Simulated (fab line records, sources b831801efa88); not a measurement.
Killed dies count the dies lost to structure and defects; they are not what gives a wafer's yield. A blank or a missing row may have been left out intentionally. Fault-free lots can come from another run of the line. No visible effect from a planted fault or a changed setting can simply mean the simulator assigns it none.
A lot that was struck, set against a sound lot ; flow gf180mcu ; 15 steps out of a route of 602
Sound: wafers L718.1, L718.5, L718.6. Struck: wafer L706.3 (L706.1, L706.2, from the same lot, were not struck and are left out); the cause is given at the end.
For every step that has rows: the tool of each side, followed by ch and its chambers, followed by its first start. Under that, the readings that differ: sound wafers ; struck wafers ; difference of the means ; sigmas: that difference in standard deviations of wafers without a fault.
alike: same words and numbers on both sides, and readings whose means sit less than 2 such deviations apart. not compared: any withheld reading, any reading some wafer has no value for, any bound like >300 that may hide the same value, and any number with overlapping values for which the record gives no deviation.
The two part at a step that has a row with sigmas, a row that says differs or no value, or rows on one side only. Numbers that don't overlap but have no deviation are shown without sigmas and don't part them. A reading that every wafer of one side lacks parts them only if that side has two wafers or more.

first, 5 steps without rows for these wafers: GF_V5_COAT_09 (resist thk 1000 nm); GF_V5_SOFTBAKE_10 (time 60 s); GF_V5_EXPOSE_11 (exposes mask Via5, target cd 260 nm); GF_V5_PEB_12 (peb time 90 s); GF_V5_DEVELOP_13 (develop time 60 s).
GF_V5_CD_MEAS_14 targets a cd of 260 nm.
  struck on cd sem-02, day 28 14:41; sound on cd sem-01, day 31 16:46
  alike: cd nm
GF_V5_OVL_MEAS_15:
  struck on overlay-02, day 28 14:48; sound on overlay-01, day 31 16:53
  alike: V5_OVL
GF_V5_ETCH_16: etches BARC in N2/H2.
  sound on rie diel-02 ch 1,2,3, day 31 16:55; struck on rie diel-01 ch 1, day 28 14:50
reading;sound;struck;difference;sigmas
oes product au (a.u.);0.854 0.860 0.862;0.850;-0.009;-2
  alike: drypump motor current A, throttle valve pct
GF_V5_ETCH_17: etches SiO2 in C4F8/O2/Ar, stops on TiN, target depth 855 nm.
  sound: rie diel-02 ch 1,2,3; struck: rie diel-01 ch 1
reading;sound;struck;difference;sigmas
oes product au (a.u.);0.855 0.856 0.855;0.866;+0.011;+2
GF_V5_STRIP_18: strips in O2/N2.
  sound on plasma asher-03 ch 0,1, day 31 17:04; struck on plasma asher-02 ch 1, day 28 14:59
reading;sound;struck;difference;sigmas
drypump motor current A (A);5.3 4.9 5.3;6.2;+1.0;+3
  alike: heater power w, oes product au
  not compared: rf hours counter h
then, 2 steps without rows for these wafers: GF_V5_STRIP_19 (strips in post etch residue remover, time 1200 s); GF_V5_CLEAN_20 (cleans in DIW).
GF_V5_SPUTTER_21: material Ti, target thk 15 nm, time 80.02 s.
  struck on pvd sputter-02, day 28 15:31; sound on pvd sputter-03, day 31 17:36
reading;sound;struck;difference;sigmas
throttle valve pct (%);31.2 30.1 31.2;28.9;-1.9;-3
model.Ti_of_V5_SPUTTER_21.thk nm (nm);14.63 14.85 14.64;13.59;-1.12;
GF_V5_SPUTTER_22: material TiN, target thk 10 nm, time 40 s.
  struck on pvd sputter-02, day 28 15:35; sound on pvd sputter-03, day 31 17:40
reading;sound;struck;difference;sigmas
throttle valve pct (%);31.1 29.9 31.3;28.9;-1.9;-2
after that, 1 step had no rows for these wafers: GF_PASSIVATION_PROBE_99.

## WHERE THEY PART
Earliest at GF_V5_ETCH_16; latest, in this record, at GF_V5_SPUTTER_22.

WHY: what had been put in by the simulator
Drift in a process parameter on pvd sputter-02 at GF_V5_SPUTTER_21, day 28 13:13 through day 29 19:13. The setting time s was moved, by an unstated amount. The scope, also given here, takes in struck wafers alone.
